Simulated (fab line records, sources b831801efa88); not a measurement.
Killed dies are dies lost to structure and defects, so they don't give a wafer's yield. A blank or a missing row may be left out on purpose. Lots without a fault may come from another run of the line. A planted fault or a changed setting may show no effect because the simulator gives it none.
Which tool did it? | flow sky130 | 12 lots, 36 wafers sampled, at 1 step of a route of 708

WHAT THE GAUGES READ, wafer by wafer
SKY_LOCAL_INTERCONNECT_OVL_MEAS_12.
lot  | measured     | on         | LOCAL_INTERCONNECT_OVL (nm)
L075 | day 30 17:19 | overlay-01 | 0 9 11
L077 | day 31 06:47 | overlay-02 | 2 0 3
L079 | day 31 16:34 | overlay-02 | 6 7 8
L081 | day 32 19:00 | overlay-01 | 5 8 3
L083 | day 33 16:01 | overlay-01 | 9 6 8
L086 | day 34 06:14 | overlay-02 | 1 5 3
L087 | day 34 15:49 | overlay-01 | -8 -7 -2
L089 | day 35 12:02 | overlay-02 | 7 -3 -3
L091 | day 36 03:12 | overlay-01 | 7 1 2
L093 | day 36 10:22 | overlay-01 | 0 -5 -9
L095 | day 37 01:19 | overlay-02 | 5 5 1
L097 | day 37 11:52 | overlay-02 | 4 21 14

WHICH TOOL RAN EACH LOT (tool, then ch and the chambers of the sampled wafers, then the start)
The record holds no process step before these readings.

THE ANSWER, worked out from the rows above alone
Rule: what is usual is taken from the lots themselves. Put in order of their means at a reading, lots are off if they are a third of the lots or fewer, leave a main group of 4 or more, and stand apart from it by a gap of 3 or more times the standard deviation of the main group's means; of several such gaps the widest counts. A main group whose means are all the same, to the digits that the tables above print for the reading, isn't used. A lot without any number at a reading at which 4 lots or more have one is off too. The other lots that the step has rows for count as sound.
No lot is off at any reading shown: from this, nothing can be told.

WHAT THE SIMULATOR HAD PUT IN
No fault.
